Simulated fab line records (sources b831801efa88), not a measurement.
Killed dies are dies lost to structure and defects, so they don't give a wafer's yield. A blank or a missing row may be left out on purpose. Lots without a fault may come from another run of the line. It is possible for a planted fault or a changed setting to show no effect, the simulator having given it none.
Matching of chambers + flow gf180mcu + GF_STI_CMP_25 on cmp-02: 4 sister chambers
The step polishes, stops on Si3N4, t overpolish 33 s, target thk 524.6 nm. 7 wafers are shown with their chamber, then 7 later ones without.

## EACH WAFER AND ITS CHAMBER
| wafer  | chamber | motor current A (A) | time to endpoint s (s) |
|--------|---------|---------------------|------------------------|
| L291.1 | 3       | 12.8                | 121                    |
| L292.5 | 2       | 13.5                | 119                    |
| L294.6 | 1       | 11.7                | 126                    |
| L295.5 | 0       | 12.1                | 114                    |
| L295.6 | 1       | 11.4                | 125                    |
| L300.2 | 2       | 13.5                | 122                    |
| L300.3 | 0       | 12.5                | 112                    |

## WAFERS WITHOUT THEIR CHAMBER
| wafer  | motor current A (A) | time to endpoint s (s) |
|--------|---------------------|------------------------|
| L300.4 | 13.1                | 122                    |
| L308.1 | 12.8                | 115                    |
| L308.3 | 12.0                | 118                    |
| L308.5 | 13.0                | 116                    |
| L309.3 | 12.6                | 120                    |
| L309.4 | 13.6                | 121                    |
| L309.6 | 13.3                | 128                    |

## WHICH CHAMBER EACH ONE RAN IN
| wafer  | from the rows above          | in truth                   |
|--------|------------------------------|----------------------------|
| L300.4 | can't be placed: 3 or 2      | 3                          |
| L308.1 | can't be placed: 0 or 3      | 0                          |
| L308.3 | can't be placed: 0 or 3 or 1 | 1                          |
| L308.5 | can't be placed: 3 or 2 or 0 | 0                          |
| L309.3 | 3                            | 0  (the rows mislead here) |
| L309.4 | 2                            | 2                          |
| L309.6 | can't be placed: 2 or 3      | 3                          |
Correctly placed: 1 of 7. Unplaceable from these rows: 5, with the true chamber sitting among the candidates in 5. 1 placed wrongly.
How it was worked out, from the rows above alone: a wafer's distance from a chamber is the root of the sum, over the readings, of the square of ((its reading less the chamber's mean) divided by the reading's scatter). The wafer belongs to the nearest chamber; if the next one is less than 2 further off, it can't be placed. Each chamber's mean is taken over the wafers shown for it. The scatter: take each reading less its chamber's mean, square it, sum over the shown wafers, divide by the number of wafers less the number of chambers, and take the root.
